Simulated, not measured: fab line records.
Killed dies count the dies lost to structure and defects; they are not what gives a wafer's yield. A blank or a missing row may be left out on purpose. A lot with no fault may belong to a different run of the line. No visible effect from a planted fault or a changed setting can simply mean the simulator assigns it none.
fab line records	flow sky130
[record] lots = 24	wafers = 72	lastDay = 50
route steps=708 shown FIELD_ISO@10 LI_CONTACT@378 LOCAL_INTERCONNECT@401 VIA1@480
lots that met no fault: from a run of the same line without faults
startH: start of the lot's first displayed wafer, in hours after the record's first day	waitH: hours from the lot's prior step to this one	" unchanged from the row above	L1.1+2: a row that stands for several wafers	- no value, or no start was given	* or withheld: withheld	< > ~ a bound
route shown NAME@n: a module of which the file shows steps, and the number in the route of the first	usual: mean/standard deviation of fault-free wafers	same: alike in all rows	chamber/n: place in a boat	sites: per-site readings	_std_site: their standard deviation	_edge_site: mean of outer sites minus mean of inner sites	radiusMm: for every site, how far away it sits from the centre of the wafer	mask NAME#n: copy n	behind: the last tool/chamber to shape the wafer	hold: why the lot went on hold/how many hours it stayed there/how the hold came to an end	device: names the non-switching transistor (n, p or np)	end of line: tests run on the same wafers once the route is complete	a step without rows: its recipe alone	killed: count of dies lost to structure and defects at first sort (not the wafer's yield)	map: per-die view of a wafer (x killed, . not killed, _ where there is no die)
set.NAME: setting as actually run; set.NAME@STEP: the setting as run at that earlier step	model.NAME: the simulator's own value behind a step, which no gauge read
steps of the route over a sample of lots; a table a step, a row a wafer
services: when a tool's chamber went out of use (startH, in hours from the record's first day, below 0 if earlier), for how many hours, and the reason
[[steps]]
[step SKY_FIELD_ISO_SOFTBAKE_09]
[recipe] tempC = 100	timeS = 92.87	resist = KrF-thick
[usual] plateSensorTCentreC = 100.88/0.01	plateSensorTEdgeC = 100.95/0.011
lot.wafer	tool	chamber	startH	waitH	plateSensorTCentreC	plateSensorTEdgeC
L075.3	lithoTrack-02	0	-	-	100.88	100.96
L075.5	"	0	"	"	100.88	100.95
L075.6	"	0	"	"	100.88	100.95
L074.1	lithoTrack-04	0	-	-	100.87	100.95
L074.3	"	0	"	"	100.89	100.94
L074.5	"	0	"	"	100.87	100.96
L078.1	lithoTrack-02	0	-	-	100.89	100.94
L078.3	"	0	"	"	100.88	100.97
L078.4	"	0	"	"	100.89	100.96
L076.1	lithoTrack-01	0	-	-	100.90	100.97
L076.4	"	0	"	"	100.89	100.94
L076.5	"	0	"	"	100.88	100.95
L077.1	lithoTrack-04	0	-	-	100.88	100.95
L077.2	"	0	"	"	100.87	100.96
L077.4	"	0	"	"	100.88	100.92
L079.4	lithoTrack-01	0	-	-	100.87	100.93
L079.5	"	0	"	"	100.89	100.96
L079.6	"	0	"	"	100.88	100.95
L080.3	lithoTrack-02	0	-	-	100.87	100.95
L080.5	"	0	"	"	100.88	100.95
L080.6	"	0	"	"	100.89	100.97
L081.4	lithoTrack-01	0	-	-	100.86	100.97
L081.5	"	0	"	"	100.89	100.95
L081.6	"	0	"	"	100.89	100.95
L082.3	lithoTrack-01	0	-	-	100.87	100.97
L082.4	"	0	"	"	100.89	100.94
L082.5	"	0	"	"	100.88	100.94
L083.3	lithoTrack-01	0	-	-	100.89	100.96
L083.5	"	0	"	"	100.88	100.97
L083.6	"	0	"	"	100.87	100.96
L084.1	lithoTrack-02	0	-	-	100.88	100.94
L084.2	"	0	"	"	100.89	100.95
L084.4	"	0	"	"	100.90	100.96
L085.1	lithoTrack-01	0	-	-	100.89	100.96
L085.3	"	0	"	"	100.86	100.95
L085.5	"	0	"	"	100.88	100.96
L086.1	lithoTrack-01	0	-	-	100.88	100.96
L086.3	"	0	"	"	100.88	100.95
L086.5	"	0	"	"	100.89	100.96
L087.3	lithoTrack-01	0	-	-	100.88	100.95
L087.4	"	0	"	"	100.90	100.97
L087.6	"	0	"	"	100.89	100.96
L088.2	lithoTrack-01	0	-	-	100.89	100.95
L088.3	"	0	"	"	100.87	100.96
L088.6	"	0	"	"	100.89	100.96
L089.1	lithoTrack-04	0	-	-	100.88	100.95
L089.2	"	0	"	"	100.88	100.93
L089.3	"	0	"	"	100.88	100.95
L090.1	lithoTrack-01	0	-	-	100.87	100.93
L090.2	"	0	"	"	100.89	100.96
L090.6	"	0	"	"	100.89	100.95
L091.1	lithoTrack-04	0	-	-	100.88	100.95
L091.3	"	0	"	"	100.88	100.97
L091.4	"	0	"	"	100.87	100.94
L092.1	lithoTrack-04	0	-	-	100.87	100.96
L092.4	"	0	"	"	100.88	100.97
L092.6	"	0	"	"	100.87	100.96
L093.1	lithoTrack-02	0	-	-	100.88	100.95
L093.2	"	0	"	"	100.89	100.96
L093.4	"	0	"	"	100.88	100.97
L094.2	lithoTrack-04	0	-	-	100.87	100.95
L094.3	"	0	"	"	100.87	100.97
L094.4	"	0	"	"	100.87	100.98
L095.4	lithoTrack-01	0	-	-	100.89	100.95
L095.5	"	0	"	"	100.86	100.94
L095.6	"	0	"	"	100.89	100.96
L096.1	lithoTrack-04	0	-	-	100.90	100.96
L096.3	"	0	"	"	100.87	100.95
L096.4	"	0	"	"	100.88	100.95
L097.2	lithoTrack-04	0	-	-	100.87	100.96
L097.3	"	0	"	"	100.88	100.96
L097.6	"	0	"	"	100.90	100.97
[step SKY_FIELD_ISO_ETCH_17]
[recipe] targetDepthA = 3420	maskMaterial = Si3N4	chemistry = HBr/Cl2/O2	target = Si	taperDeg = 5	icpW = 600	biasW = 150	pressureMtorr = 15	HBr_flow_sccm = 150	Cl2_flow_sccm = 40	O2_flow_sccm = 6	timeS = 97.7
[usual] drypumpMotorCurrentA = 5.7/0.45	oesProductAu = 1.000/0.011	throttleValvePct = 25.656/0.011
lot.wafer	tool	chamber	startH	waitH	drypumpMotorCurrentA	oesProductAu	rfHoursCounterH	throttleValvePct
L075.3	rieSi-02	1	51.47	0.0	5.0	1.001	128	25.651
L075.5	"	3	"	"	5.7	1.000	-	25.653
L075.6	"	0	"	"	6.2	0.987	-	25.645
L074.1	rieSi-02	1	51.82	0.1	5.1	1.009	128	25.638
L074.3	"	2	"	"	5.5	1.003	15	25.639
L074.5	"	2	"	"	5.5	0.999	-	25.663
L078.1	rieSi-01	1	52.01	0.1	5.6	1.007	0	25.663
L078.3	"	3	"	"	6.4	0.989	78	25.654
L078.4	"	1	"	"	5.6	1.009	-	25.642
L076.1	rieSi-02	1	52.17	0.1	5.0	1.003	128	25.644
L076.4	"	3	"	"	5.7	1.002	103	25.653
L076.5	"	0	"	"	6.3	0.991	-	25.664
L077.1	rieSi-01	3	52.52	0.1	6.4	0.994	78	25.669
L077.2	"	1	"	"	5.6	1.017	0	25.639
L077.4	"	2	"	"	5.9	0.992	-	25.671
L079.4	rieSi-01	1	58.81	0.1	5.6	1.016	-	25.647
L079.5	"	2	"	"	5.9	0.974	-	25.677
L079.6	"	3	"	"	6.4	0.993	-	25.666
L080.3	rieSi-01	1	60.72	0.0	5.6	1.001	0	25.663
L080.5	"	3	"	"	6.4	0.991	-	25.665
L080.6	"	2	"	"	5.9	0.983	-	25.666
L081.4	rieSi-01	3	65.60	0.1	6.3	0.997	-	25.658
L081.5	"	1	"	"	5.6	0.999	-	25.664
L081.6	"	2	"	"	5.9	0.988	-	25.675
L082.3	rieSi-02	1	69.06	0.0	5.0	1.002	128	25.651
L082.4	"	0	"	"	6.3	1.004	109	25.649
L082.5	"	3	"	"	5.7	0.998	-	25.649
L083.3	rieSi-02	0	76.07	0.0	6.3	1.008	109	25.641
L083.5	"	2	"	"	5.5	1.004	-	25.640
L083.6	"	3	"	"	5.7	0.998	-	25.662
L084.1	rieSi-01	2	81.07	0.1	5.9	0.988	61	25.667
L084.2	"	0	"	"	5.0	1.024	0	25.645
L084.4	"	1	"	"	5.6	1.005	1	25.658
L085.1	rieSi-02	1	88.41	0.1	5.0	0.982	129	25.662
L085.3	"	2	"	"	5.5	0.984	15	25.661
L085.5	"	2	"	"	5.5	1.002	-	25.651
L086.1	rieSi-01	1	91.61	0.1	5.6	1.010	1	25.649
L086.3	"	3	"	"	6.4	0.993	78	25.650
L086.5	"	3	"	"	6.4	0.987	-	25.667
L087.3	rieSi-02	2	96.32	0.0	5.5	0.995	15	25.664
L087.4	"	0	"	"	6.3	1.005	109	25.669
L087.6	"	1	"	"	5.0	0.989	-	25.651
L088.2	rieSi-01	1	103.72	0.1	5.6	1.007	1	25.641
L088.3	"	1	"	"	5.6	1.005	-	25.649
L088.6	"	0	"	"	5.0	1.020	-	25.661
L089.1	rieSi-02	0	106.57	0.1	6.3	1.008	109	25.648
L089.2	"	2	"	"	5.5	1.014	15	25.641
L089.3	"	3	"	"	5.7	1.005	104	25.654
L090.1	rieSi-01	3	112.21	0.1	6.3	0.992	78	25.656
L090.2	"	2	"	"	5.9	0.986	61	25.653
L090.6	"	0	"	"	5.0	1.010	-	25.635
L091.1	rieSi-01	1	117.87	0.1	5.6	1.009	1	25.642
L091.3	"	0	"	"	5.0	1.021	0	25.644
L091.4	"	2	"	"	6.0	0.987	61	25.669
L092.1	rieSi-01	3	123.12	0.1	6.4	1.000	79	25.659
L092.4	"	2	"	"	5.9	0.986	61	25.672
L092.6	"	0	"	"	5.0	1.016	-	25.628
L093.1	rieSi-01	0	128.47	0.1	5.0	1.012	1	25.638
L093.2	"	3	"	"	6.3	0.996	79	25.662
L093.4	"	2	"	"	5.9	0.972	61	25.687
L094.2	rieSi-02	2	134.41	0.1	5.5	1.006	16	25.656
L094.3	"	3	"	"	5.7	1.000	104	25.647
L094.4	"	0	"	"	6.3	1.005	109	25.661
L095.4	rieSi-01	1	138.72	0.0	5.5	0.998	1	25.650
L095.5	"	2	"	"	5.9	0.985	-	25.669
L095.6	"	3	"	"	6.3	1.002	-	25.662
L096.1	rieSi-02	1	143.22	0.1	5.0	1.004	129	25.642
L096.3	"	2	"	"	5.5	0.995	16	25.652
L096.4	"	0	"	"	6.3	1.001	109	25.645
L097.2	rieSi-01	3	149.76	0.1	6.3	0.987	79	25.653
L097.3	"	0	"	"	5.0	1.015	1	25.646
L097.6	"	2	"	"	5.9	0.996	-	25.663
[step SKY_LI_CONTACT_STRIP_16]
[recipe] chemistry = O2/N2	powerW = 1400	pressureMtorr = 1500	platenTempC = withheld	o2FlowSccm = 3000	n2FlowSccm = 300	overashFraction = 0.5
[usual] drypumpMotorCurrentA = 6.1/0.52	oesProductAu = 0.376/0.0054	stripTimeToEndpointS = 3.49/0.04
lot.wafer	tool	chamber	startH	waitH	drypumpMotorCurrentA	oesProductAu	rfHoursCounterH	stripTimeToEndpointS
L075.3	plasmaAsher-03	1	718.41	-	5.6	0.365	-	3.49
L075.5	"	1	"	"	5.6	0.370	-	3.45
L075.6	"	0	"	"	5.5	0.358	-	3.42
L078.1	plasmaAsher-04	1	719.45	-	6.8	0.373	100	3.50
L078.3	"	0	"	"	6.3	0.387	-	3.51
L078.4	"	1	"	"	6.8	0.383	-	3.57
L076.1	plasmaAsher-04	1	724.17	-	6.8	0.374	101	3.51
L076.4	"	0	"	"	6.3	0.375	-	3.47
L076.5	"	0	"	"	6.3	0.380	-	3.53
L074.1	plasmaAsher-04	1	724.79	-	6.8	0.383	101	3.57
L074.3	"	0	"	"	6.3	0.368	-	3.53
L074.5	"	1	"	"	6.8	0.380	-	3.54
L077.1	plasmaAsher-04	0	728.59	-	6.3	0.385	101	3.56
L077.2	"	1	"	"	6.8	0.370	101	3.47
L077.4	"	1	"	"	6.8	0.374	-	3.43
L080.3	plasmaAsher-03	1	736.97	-	5.6	0.369	-	3.49
L080.5	"	0	"	"	5.4	0.371	-	3.49
L080.6	"	1	"	"	5.6	0.380	-	3.49
L079.4	plasmaAsher-02	1	737.41	-	6.0	0.381	-	3.50
L079.5	"	0	"	"	5.4	0.378	-	3.55
L079.6	"	1	"	"	6.0	0.378	-	3.53
L081.4	plasmaAsher-02	1	741.66	-	6.1	0.379	-	3.51
L081.5	"	0	"	"	5.4	0.372	-	3.50
L081.6	"	1	"	"	6.1	0.371	-	3.43
L082.3	plasmaAsher-04	1	750.71	-	6.8	0.376	-	3.43
L082.4	"	0	"	"	6.3	0.375	-	3.46
L082.5	"	1	"	"	6.8	0.374	-	3.49
L083.3	plasmaAsher-03	1	762.32	-	5.6	0.374	-	3.48
L083.5	"	0	"	"	5.5	0.373	-	3.49
L083.6	"	1	"	"	5.6	0.373	-	3.46
L084.1	plasmaAsher-04	1	769.91	-	6.8	0.377	3	3.44
L084.2	"	0	"	"	6.3	0.373	3	3.51
L084.4	"	0	"	"	6.3	0.383	-	3.49
L085.1	plasmaAsher-02	1	771.34	-	6.1	0.374	66	3.49
L085.3	"	1	"	"	6.0	0.382	-	3.56
L085.5	"	0	"	"	5.4	0.374	-	3.51
L086.1	plasmaAsher-04	0	781.95	-	6.3	0.374	4	3.50
L086.3	"	0	"	"	6.3	0.369	-	3.48
L086.5	"	0	"	"	6.3	0.375	-	3.49
L087.3	plasmaAsher-03	1	786.76	-	5.6	0.377	-	3.45
L087.4	"	0	"	"	5.5	0.373	-	3.43
L087.6	"	0	"	"	5.4	0.375	-	3.45
L088.2	plasmaAsher-04	1	791.87	-	6.8	0.369	5	3.49
L088.3	"	0	"	"	6.3	0.378	-	3.55
L088.6	"	1	"	"	6.8	0.370	-	3.53
L089.1	plasmaAsher-03	1	802.17	-	5.6	0.374	97	3.49
L089.2	"	0	"	"	5.5	0.377	97	3.49
L089.3	"	1	"	"	5.6	0.368	-	3.54
L090.1	plasmaAsher-02	0	812.02	-	5.4	0.383	69	3.47
L090.2	"	1	"	"	6.0	0.370	69	3.50
L090.6	"	0	"	"	5.4	0.373	-	3.52
L091.1	plasmaAsher-04	0	816.68	-	6.3	0.379	8	3.49
L091.3	"	1	"	"	6.8	0.383	-	3.49
L091.4	"	0	"	"	6.3	0.379	-	3.53
L092.1	plasmaAsher-02	0	825.14	-	5.4	0.372	70	3.51
L092.4	"	1	"	"	6.1	0.375	-	3.47
L092.6	"	1	"	"	6.1	0.378	-	3.51
L093.1	plasmaAsher-02	1	831.97	-	6.0	0.370	71	3.44
L093.2	"	0	"	"	5.4	0.380	71	3.49
L093.4	"	0	"	"	5.4	0.368	-	3.47
L094.2	plasmaAsher-04	1	843.99	-	6.8	0.378	10	3.56
L094.3	"	0	"	"	6.3	0.372	-	3.55
L094.4	"	1	"	"	6.8	0.380	-	3.52
L095.4	plasmaAsher-03	0	849.46	-	5.5	0.372	-	3.49
L095.5	"	0	"	"	5.5	0.377	-	3.52
L095.6	"	1	"	"	5.6	0.379	-	3.49
L096.1	plasmaAsher-04	1	851.18	-	6.8	0.375	11	3.55
L096.3	"	0	"	"	6.3	0.381	-	3.54
L096.4	"	1	"	"	6.8	0.375	-	3.54
L097.2	plasmaAsher-02	0	860.27	-	5.5	0.368	74	3.54
L097.3	"	0	"	"	5.4	0.375	-	3.52
L097.6	"	1	"	"	6.0	0.381	-	3.59
[step SKY_LI_CONTACT_SPUTTER_20]
[recipe] material = TiN	targetThkNm = 20	chamberPressurePa = 5	powerW = 4000	timeS = 80
[usual] throttleValvePct = 30.0/1.2
lot.wafer	tool	chamber	startH	waitH	throttleValvePct
L075.3	pvdSputter-03	-	718.77	0.0	31.9
L075.5	"	-	"	"	28.4
L075.6	"	-	"	"	32.1
L078.1	pvdSputter-02	-	719.82	0.0	29.6
L078.3	"	-	"	"	29.5
L078.4	"	-	"	"	29.8
L076.1	pvdSputter-02	-	724.56	0.0	29.4
L076.4	"	-	"	"	29.5
L076.5	"	-	"	"	29.3
L074.1	pvdSputter-04	-	725.17	0.0	30.5
L074.3	"	-	"	"	28.6
L074.5	"	-	"	"	30.6
L077.1	pvdSputter-02	-	728.98	0.0	31.2
L077.2	"	-	"	"	30.8
L077.4	"	-	"	"	29.2
L080.3	pvdSputter-02	-	737.34	0.0	29.6
L080.5	"	-	"	"	30.5
L080.6	"	-	"	"	31.1
L079.4	pvdSputter-03	-	737.74	0.0	30.0
L079.5	"	-	"	"	29.8
L079.6	"	-	"	"	28.4
L081.4	pvdSputter-04	-	742.04	0.0	30.9
L081.5	"	-	"	"	31.8
L081.6	"	-	"	"	28.5
L082.3	pvdSputter-02	-	751.08	0.0	29.5
L082.4	"	-	"	"	31.3
L082.5	"	-	"	"	31.2
L083.3	pvdSputter-03	-	762.67	0.0	31.9
L083.5	"	-	"	"	31.9
L083.6	"	-	"	"	29.3
L084.1	pvdSputter-03	-	770.29	0.0	29.9
L084.2	"	-	"	"	28.6
L084.4	"	-	"	"	29.2
L085.1	pvdSputter-04	-	771.88	0.0	28.3
L085.3	"	-	"	"	31.7
L085.5	"	-	"	"	31.6
L086.1	pvdSputter-03	-	782.32	0.0	29.2
L086.3	"	-	"	"	28.1
L086.5	"	-	"	"	29.4
L087.3	pvdSputter-03	-	787.09	0.0	28.4
L087.4	"	-	"	"	30.1
L087.6	"	-	"	"	29.9
L088.2	pvdSputter-03	-	792.24	0.0	31.8
L088.3	"	-	"	"	28.4
L088.6	"	-	"	"	30.0
L089.1	pvdSputter-03	-	802.54	0.0	29.2
L089.2	"	-	"	"	30.1
L089.3	"	-	"	"	31.8
L090.1	pvdSputter-02	-	812.42	0.0	31.1
L090.2	"	-	"	"	29.6
L090.6	"	-	"	"	29.6
L091.1	pvdSputter-02	-	817.08	0.0	31.4
L091.3	"	-	"	"	29.3
L091.4	"	-	"	"	29.3
L092.1	pvdSputter-02	-	825.52	0.0	29.3
L092.4	"	-	"	"	30.7
L092.6	"	-	"	"	29.2
L093.1	pvdSputter-04	-	832.34	0.0	30.8
L093.2	"	-	"	"	28.8
L093.4	"	-	"	"	28.7
L094.2	pvdSputter-04	-	844.36	0.0	28.5
L094.3	"	-	"	"	31.9
L094.4	"	-	"	"	30.9
L095.4	pvdSputter-03	-	849.83	0.0	28.3
L095.5	"	-	"	"	31.8
L095.6	"	-	"	"	28.4
L096.1	pvdSputter-03	-	851.57	0.0	28.3
L096.3	"	-	"	"	29.2
L096.4	"	-	"	"	30.1
L097.2	pvdSputter-03	-	860.66	0.0	29.1
L097.3	"	-	"	"	28.8
L097.6	"	-	"	"	31.9
[step SKY_LOCAL_INTERCONNECT_METAL_ETCH_14]
[recipe] targetDepthNm = 110	stopOn = PSG	chemistry = Cl2/BCl3	target = TiN	resistSidewallDeg = 88	pressureMtorr = 10	icpW = 900	biasW = 48.5	Cl2_flow_sccm = 60	bcl3FlowSccm = 30	timeS = 31.4
[usual] drypumpMotorCurrentA = 6.0/0.32	oesProductAu = 0.941/0.007	throttleValvePct = 21.902/0.0099
lot.wafer	tool	chamber	startH	waitH	drypumpMotorCurrentA	oesProductAu	rfHoursCounterH	throttleValvePct
L075.3	rieMetal-01	0	746.74	0.0	6.4	0.950	-	21.889
L075.5	"	0	"	"	6.4	0.950	-	21.898
L075.6	"	1	"	"	6.2	0.945	-	21.890
L078.1	rieMetal-04	0	748.29	0.0	5.7	0.950	16	21.907
L078.3	"	0	"	"	5.7	0.953	-	21.891
L078.4	"	1	"	"	6.0	0.951	-	21.894
L076.1	rieMetal-01	1	753.23	0.1	6.2	0.945	1	21.907
L076.4	"	1	"	"	6.2	0.940	-	21.900
L076.5	"	0	"	"	6.4	0.942	-	21.909
L074.1	rieMetal-04	0	753.47	0.0	5.7	0.942	16	21.903
L074.3	"	1	"	"	6.0	0.944	-	21.899
L074.5	"	0	"	"	5.7	0.950	-	21.890
L077.1	rieMetal-02	1	756.81	0.0	5.7	0.935	0	21.905
L077.2	"	0	"	"	5.6	0.940	1	21.899
L077.4	"	1	"	"	5.7	0.939	-	21.910
L080.3	rieMetal-01	1	764.95	0.1	6.2	0.940	-	21.891
L080.5	"	1	"	"	6.2	0.945	-	21.897
L080.6	"	0	"	"	6.4	0.933	-	21.893
L079.4	rieMetal-04	1	765.74	0.0	6.0	0.950	-	21.903
L079.5	"	1	"	"	6.1	0.930	-	21.900
L079.6	"	0	"	"	5.7	0.947	-	21.887
L081.4	rieMetal-01	1	769.74	0.0	6.2	0.950	-	21.906
L081.5	"	1	"	"	6.3	0.944	-	21.913
L081.6	"	0	"	"	6.4	0.938	-	21.903
L082.3	rieMetal-01	1	778.53	0.0	6.2	0.946	-	21.896
L082.4	"	0	"	"	6.4	0.932	-	21.908
L082.5	"	0	"	"	6.4	0.940	-	21.901
L083.3	rieMetal-02	1	790.04	0.0	5.7	0.947	-	21.918
L083.5	"	0	"	"	5.6	0.944	-	21.906
L083.6	"	1	"	"	5.7	0.952	-	21.881
L084.1	rieMetal-02	1	797.88	0.0	5.7	0.934	1	21.904
L084.2	"	0	"	"	5.6	0.941	3	21.911
L084.4	"	0	"	"	5.6	0.931	-	21.893
L085.1	rieMetal-04	0	798.97	0.0	5.7	0.948	18	21.909
L085.3	"	1	"	"	6.0	0.943	-	21.910
L085.5	"	1	"	"	6.0	0.930	-	21.896
L086.1	rieMetal-02	0	810.13	0.0	5.6	0.940	3	21.917
L086.3	"	0	"	"	5.6	0.949	-	21.898
L086.5	"	1	"	"	5.7	0.942	-	21.889
L087.3	rieMetal-01	1	814.88	0.0	6.2	0.937	-	21.901
L087.4	"	0	"	"	6.4	0.940	-	21.917
L087.6	"	0	"	"	6.4	0.942	-	21.903
L088.2	rieMetal-02	0	820.85	0.0	5.6	0.941	4	21.899
L088.3	"	0	"	"	5.6	0.945	-	21.893
L088.6	"	1	"	"	5.7	0.930	-	21.913
L089.1	rieMetal-02	0	829.46	0.0	5.6	0.949	4	21.904
L089.2	"	1	"	"	5.7	0.943	3	21.905
L089.3	"	1	"	"	5.7	0.944	-	21.900
L090.1	rieMetal-02	1	839.36	0.0	5.7	0.933	3	21.915
L090.2	"	0	"	"	5.6	0.939	5	21.905
L090.6	"	1	"	"	5.7	0.940	-	21.908
L091.1	rieMetal-02	0	844.04	0.0	5.6	0.947	5	21.907
L091.3	"	0	"	"	5.6	0.934	-	21.893
L091.4	"	1	"	"	5.7	0.947	-	21.908
L092.1	rieMetal-01	0	851.79	0.0	6.4	0.937	16	21.893
L092.4	"	0	"	"	6.4	0.943	-	21.914
L092.6	"	1	"	"	6.3	0.937	-	21.893
L093.1	rieMetal-02	0	859.37	0.0	5.6	0.931	5	21.906
L093.2	"	1	"	"	5.7	0.925	4	21.896
L093.4	"	0	"	"	5.6	0.935	-	21.898
L094.2	rieMetal-01	1	871.94	0.1	6.2	0.941	-	21.925
L094.3	"	1	"	"	6.3	0.941	-	21.918
L094.4	"	1	"	"	6.2	0.941	-	21.904
L095.4	rieMetal-01	1	876.84	0.0	6.2	0.942	-	21.903
L095.5	"	0	"	"	6.4	0.935	-	21.907
L095.6	"	1	"	"	6.2	0.942	-	21.912
L096.1	rieMetal-02	0	878.78	0.0	5.6	0.937	6	21.895
L096.3	"	0	"	"	5.6	0.935	-	21.897
L096.4	"	1	"	"	5.7	0.953	-	21.894
L097.2	rieMetal-01	0	887.62	0.0	6.4	0.935	0	21.891
L097.3	"	0	"	"	6.4	0.930	-	21.925
L097.6	"	0	"	"	6.4	0.931	-	21.907
[step SKY_VIA1_RS_MEAS_22]
[recipe] thkMeasGauge = four-point-probe	reads = W_of_VIA1_CVD_21+TiN_of_VIA1_SPUTTER_20
[usual] VIA1_W_RS = 0.427/0.0045
lot.wafer	tool	chamber	startH	waitH	VIA1_W_RS[ohm/sq]
L075.3	filmMetro-01	-	832.23	0.1	0.429
L075.5	"	-	"	"	0.438
L075.6	"	-	"	"	0.423
L078.1	filmMetro-01	-	832.98	0.1	0.433
L078.3	"	-	"	"	0.426
L078.4	"	-	"	"	0.433
L076.1	filmMetro-01	-	839.35	0.1	0.427
L076.4	"	-	"	"	0.428
L076.5	"	-	"	"	0.428
L074.1	filmMetro-02	-	839.35	0.1	0.425
L074.3	"	-	"	"	0.424
L074.5	"	-	"	"	0.427
L077.1	filmMetro-04	-	841.56	0.1	0.427
L077.2	"	-	"	"	0.432
L077.4	"	-	"	"	0.428
L080.3	filmMetro-02	-	849.71	0.1	0.424
L080.5	"	-	"	"	0.421
L080.6	"	-	"	"	0.422
L079.4	filmMetro-02	-	851.38	0.1	0.426
L079.5	"	-	"	"	0.428
L079.6	"	-	"	"	0.424
L081.4	filmMetro-04	-	855.21	0.1	0.430
L081.5	"	-	"	"	0.426
L081.6	"	-	"	"	0.430
L082.3	filmMetro-04	-	864.19	0.1	0.428
L082.4	"	-	"	"	0.422
L082.5	"	-	"	"	0.426
L083.3	filmMetro-02	-	873.53	0.1	0.424
L083.5	"	-	"	"	0.430
L083.6	"	-	"	"	0.423
L084.1	filmMetro-01	-	880.77	0.1	0.430
L084.2	"	-	"	"	0.429
L084.4	"	-	"	"	0.432
L085.1	filmMetro-02	-	883.36	0.1	0.426
L085.3	"	-	"	"	0.422
L085.5	"	-	"	"	0.417
L086.1	filmMetro-02	-	893.91	0.1	0.424
L086.3	"	-	"	"	0.423
L086.5	"	-	"	"	0.424
L087.3	filmMetro-04	-	898.20	0.1	0.427
L087.4	"	-	"	"	0.430
L087.6	"	-	"	"	0.429
L088.2	filmMetro-02	-	902.46	0.1	0.423
L088.3	"	-	"	"	0.419
L088.6	"	-	"	"	0.427
L089.1	filmMetro-04	-	911.89	0.1	0.430
L089.2	"	-	"	"	0.422
L089.3	"	-	"	"	0.424
L090.1	filmMetro-01	-	924.97	0.1	0.429
L090.2	"	-	"	"	0.428
L090.6	"	-	"	"	0.431
L091.1	filmMetro-01	-	925.63	0.1	0.419
L091.3	"	-	"	"	0.427
L091.4	"	-	"	"	0.418
L092.1	filmMetro-02	-	931.98	0.1	0.422
L092.4	"	-	"	"	0.425
L092.6	"	-	"	"	0.427
L093.1	filmMetro-04	-	938.64	0.1	0.422
L093.2	"	-	"	"	0.425
L093.4	"	-	"	"	0.421
L094.2	filmMetro-01	-	951.90	0.1	0.435
L094.3	"	-	"	"	0.435
L094.4	"	-	"	"	0.434
L095.4	filmMetro-02	-	957.10	0.1	0.423
L095.5	"	-	"	"	0.419
L095.6	"	-	"	"	0.417
L096.1	filmMetro-02	-	958.15	0.1	0.429
L096.3	"	-	"	"	0.434
L096.4	"	-	"	"	0.430
L097.2	filmMetro-01	-	966.51	0.1	0.422
L097.3	"	-	"	"	0.428
L097.6	"	-	"	"	0.421
[[services]]
tool	chamber	startH	hours	kind
pvdSputter-03	-	29.92	2.7	repair
pvdSputter-03	-	62.22	2.2	repair
rieSi-01	3	95.05	12.2	repair
rieSi-01	2	100.59	3.5	repair
pvdSputter-03	-	124.21	8.0	repair
rieSi-01	1	146.88	17.4	repair
pvdSputter-03	-	148.69	0.7	repair
rieSi-01	2	151.16	7.9	repair
pvdSputter-03	-	175.71	7.6	repair
rieSi-01	-	216.59	0.8	repair
rieSi-01	-	223.14	2.8	pm
pvdSputter-03	-	243.40	2.9	repair
rieSi-01	-	252.84	0.1	repair
pvdSputter-03	-	271.36	0.6	repair
pvdSputter-03	-	272.71	1.2	repair
plasmaAsher-04	-	327.60	3.5	repair
plasmaAsher-04	-	334.54	1.7	repair
plasmaAsher-04	-	347.88	11.7	repair
pvdSputter-03	-	401.17	12.0	repair
plasmaAsher-04	-	493.65	2.4	repair
rieSi-01	3	554.67	5.6	repair
rieSi-01	2	563.37	7.6	repair
rieSi-01	1	759.91	2.3	repair
rieSi-01	1	856.91	44.1	repair
[[key]]
fault none
